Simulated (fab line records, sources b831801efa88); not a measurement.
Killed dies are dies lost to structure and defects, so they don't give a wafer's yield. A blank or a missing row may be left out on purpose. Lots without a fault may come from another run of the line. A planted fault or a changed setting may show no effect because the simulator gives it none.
Which tool did it? | flow sky130 | 10 lots, 30 wafers sampled, at 7 steps of a route of 708

WHAT THE GAUGES READ, wafer by wafer
SKY_VIA1_RS_MEAS_22: measures by four-point-probe.
lot  | measured     | on            | VIA1_W_RS (ohm/sq)
L949 | day 33 23:26 | film_metro-04 | 0.422 0.432 0.424
L950 | day 34 05:16 | film_metro-03 | 0.424 0.422 0.424
L951 | day 34 06:58 | film_metro-01 | 0.426 0.424 0.422
L952 | day 34 18:53 | film_metro-04 | 0.420 0.418 0.413
L953 | day 35 00:25 | film_metro-03 | 0.772 0.424 0.426 0.774 0.424 0.425
L954 | day 35 23:33 | film_metro-04 | 0.422 0.754 0.426 0.421 0.753 0.426
L962 | day 38 12:20 | film_metro-01 | 0.424 0.426 0.422
L964 | day 39 08:39 | film_metro-03 | 0.423 0.422 0.420
L970 | day 40 00:49 | film_metro-01 | 0.420 0.419 0.425
L971 | day 40 18:07 | film_metro-04 | 0.422 0.422 0.427

SKY_VIA1_THK_MEAS_23: measures by xrf.
lot  | measured     | on            | VIA1_W_THK (nm)
L949 | day 33 23:33 | film_metro-04 | 274.0 266.5 272.7
L950 | day 34 05:22 | film_metro-03 | 273.0 275.0 273.9
L951 | day 34 07:05 | film_metro-01 | 271.5 273.1 273.7
L952 | day 34 19:00 | film_metro-04 | 277.9 279.7 281.4
L953 | day 35 02:40 | film_metro-03 | 151.7 272.7 272.0 151.6 273.3 270.3
L954 | day 36 02:30 | film_metro-04 | 273.6 154.2 271.0 273.8 154.9 269.5
L962 | day 38 12:26 | film_metro-01 | 273.9 272.3 274.7
L964 | day 39 08:46 | film_metro-03 | 273.2 275.2 276.8
L970 | day 40 00:56 | film_metro-01 | 272.1 274.7 271.8
L971 | day 40 18:14 | film_metro-04 | 270.2 272.0 269.0

SKY_METAL2_CD_MEAS_15: target cd 140 nm.
lot  | measured     | on        | cd_nm (nm)
L949 | day 35 01:52 | cd_sem-01 | 139.5 138.1 139.2
L950 | day 35 07:22 | cd_sem-01 | 138.6 140.7 138.3
L951 | day 35 10:24 | cd_sem-01 | 141.3 139.4 139.0
L952 | day 35 21:31 | cd_sem-02 | 140.6 140.8 140.1
L953 | day 36 03:25 | cd_sem-01 | 137.2 137.3 137.8
L954 | day 37 02:28 | cd_sem-02 | 138.1 138.3 138.0
L962 | day 39 13:56 | cd_sem-01 | 138.2 138.9 139.1
L964 | day 40 10:11 | cd_sem-02 | 139.4 141.1 140.7
L970 | day 41 01:37 | cd_sem-01 | 141.6 142.9 141.0
L971 | day 41 18:42 | cd_sem-01 | 140.5 141.2 141.3

WHICH TOOL RAN EACH LOT (tool, then ch and the chambers of the sampled wafers, then the start)
lot  | SKY_METAL1_STRIP_20                  | SKY_VIA1_CVD_21               | SKY_VIA1_CMP_24               | SKY_METAL2_SPUTTER_03
L949 | plasma_asher-01 ch 0,1, day 32 18:47 | cvd_w-02 ch 0,1, day 33 23:20 | cmp-02 ch 0,2,3, day 33 23:40 | pvd_sputter-01, day 33 23:59
L950 | plasma_asher-02 ch 0,1, day 32 23:53 | cvd_w-01 ch 0,1, day 34 05:09 | cmp-01 ch 0,2,3, day 34 05:28 | pvd_sputter-03, day 34 05:47
L951 | plasma_asher-02 ch 0,1, day 33 02:18 | cvd_w-02 ch 0,1, day 34 06:53 | cmp-01 ch 1,3, day 34 07:12   | pvd_sputter-02, day 34 07:31
L952 | plasma_asher-01 ch 0, day 33 12:07   | cvd_w-01 ch 0,1, day 34 18:46 | cmp-02 ch 0,2,3, day 34 19:03 | pvd_sputter-02, day 34 19:25
L953 | plasma_asher-03 ch 1, day 33 19:29   | cvd_w-01 ch 0,1, day 35 00:18 | cmp-02 ch 0,1, day 35 05:56   | pvd_sputter-01, day 35 06:19
L954 | plasma_asher-01 ch 0,1, day 34 18:47 | cvd_w-01 ch 0,1, day 35 23:28 | cmp-02 ch 1,2, day 36 05:01   | pvd_sputter-02, day 36 07:41
L962 | plasma_asher-02 ch 0,1, day 37 08:35 | cvd_w-01 ch 0,1, day 38 12:13 | cmp-02 ch 0,1,3, day 38 12:38 | pvd_sputter-03, day 38 12:52
L964 | plasma_asher-03 ch 0,1, day 38 05:27 | cvd_w-02 ch 0,1, day 39 08:32 | cmp-01 ch 0,1,2, day 39 09:05 | pvd_sputter-03, day 39 09:27
L970 | plasma_asher-01 ch 0,1, day 38 23:46 | cvd_w-01 ch 1, day 40 00:42   | cmp-02 ch 1,3, day 40 01:02   | pvd_sputter-01, day 40 01:21
L971 | plasma_asher-02 ch 0,1, day 39 15:17 | cvd_w-01 ch 0,1, day 40 18:02 | cmp-01 ch 1,2,3, day 40 18:21 | pvd_sputter-03, day 40 18:40
- SKY_METAL1_STRIP_20: strips in O2/N2.
- SKY_VIA1_CVD_21: deposits W, target thk 270 nm, time 80.902 s.
- SKY_VIA1_CMP_24: polishes, stops on SiO2, t overpolish 15 s, target thk 0 nm.
- SKY_METAL2_SPUTTER_03: material Ti, target thk 5 nm, time 3.3 s.

WHAT THE TOOLS THEMSELVES READ (means of the sampled wafers that have a number; where no wafer has one, the mark that the record gives instead)
SKY_METAL1_STRIP_20.
lot  | tool            | drypump_motor_current_A (A) | oes_product_au (a.u.) | strip_time_to_endpoint_s (s)
L949 | plasma_asher-01 | 5.5                         | 0.346                 | 2.69
L950 | plasma_asher-02 | 5.0                         | 0.342                 | 2.70
L951 | plasma_asher-02 | 5.0                         | 0.338                 | 2.69
L952 | plasma_asher-01 | 5.3                         | 0.346                 | 2.74
L953 | plasma_asher-03 | 5.9                         | 0.348                 | 2.66
L954 | plasma_asher-01 | 5.5                         | 0.343                 | 2.73
L962 | plasma_asher-02 | 4.9                         | 0.345                 | 2.71
L964 | plasma_asher-03 | 5.9                         | 0.345                 | 2.67
L970 | plasma_asher-01 | 5.6                         | 0.341                 | 2.71
L971 | plasma_asher-02 | 5.0                         | 0.343                 | 2.73

SKY_VIA1_CVD_21.
lot  | tool     | heater_power_w (W)
L949 | cvd_w-02 | 842
L950 | cvd_w-01 | 969
L951 | cvd_w-02 | 886
L952 | cvd_w-01 | 970
L953 | cvd_w-01 | 978
L954 | cvd_w-01 | 966
L962 | cvd_w-01 | 969
L964 | cvd_w-02 | 888
L970 | cvd_w-01 | 879
L971 | cvd_w-01 | 955

SKY_VIA1_CMP_24.
lot  | tool   | motor_current_A (A) | time_to_endpoint_s (s)
L949 | cmp-02 | 10.4                | 70
L950 | cmp-01 | 11.7                | 68
L951 | cmp-01 | 10.2                | 65
L952 | cmp-02 | 10.4                | 64
L953 | cmp-02 | 11.2                | 56
L954 | cmp-02 | 9.6                 | 57
L962 | cmp-02 | 11.2                | 67
L964 | cmp-01 | 12.2                | 71
L970 | cmp-02 | 10.6                | 63
L971 | cmp-01 | 10.6                | 69

SKY_METAL2_SPUTTER_03.
lot  | tool           | cathode_dc_power_W (W) | throttle_valve_pct (%)
L949 | pvd_sputter-01 | 3000.5                 | 30.2
L950 | pvd_sputter-03 | 3000.6                 | 29.7
L951 | pvd_sputter-02 | 3000.1                 | 30.1
L952 | pvd_sputter-02 | 2999.9                 | 29.8
L953 | pvd_sputter-01 | 3000.0                 | 30.3
L954 | pvd_sputter-02 | 3000.0                 | 30.1
L962 | pvd_sputter-03 | 3000.8                 | 29.9
L964 | pvd_sputter-03 | 3000.1                 | 30.3
L970 | pvd_sputter-01 | 3000.2                 | 29.6
L971 | pvd_sputter-03 | 3000.0                 | 31.5

THE ANSWER, worked out from the rows above alone
Rule: what is usual is taken from the lots themselves. Put in order of their means at a reading, lots are off if they are a third of the lots or fewer, leave a main group of 4 or more, and stand apart from it by a gap of 3 or more times the standard deviation of the main group's means; of several such gaps the widest counts. A main group whose means are all the same, to the digits that the tables above print for the reading, isn't used. A lot without any number at a reading at which 4 lots or more have one is off too. The other lots that the step has rows for count as sound. The gauges are gone through in route order, then the tools' own readings, and for those a lot's mean is taken as printed above. The first step at which some lot is off is used, and at that step the reading that is off furthest; a lot without a number counts as furthest.
Off: L953, L954, at SKY_VIA1_RS_MEAS_22 (VIA1_W_RS). The main group: mean 0.423 ohm/sq, standard deviation 0.0025.
A tool fits if, at a process step before that reading, it ran every lot that is off, and no sound lot after the first of them. The gauges at SKY_VIA1_RS_MEAS_22 are tried like those tools. None of those tried fits.

WHAT THE SIMULATOR HAD PUT IN
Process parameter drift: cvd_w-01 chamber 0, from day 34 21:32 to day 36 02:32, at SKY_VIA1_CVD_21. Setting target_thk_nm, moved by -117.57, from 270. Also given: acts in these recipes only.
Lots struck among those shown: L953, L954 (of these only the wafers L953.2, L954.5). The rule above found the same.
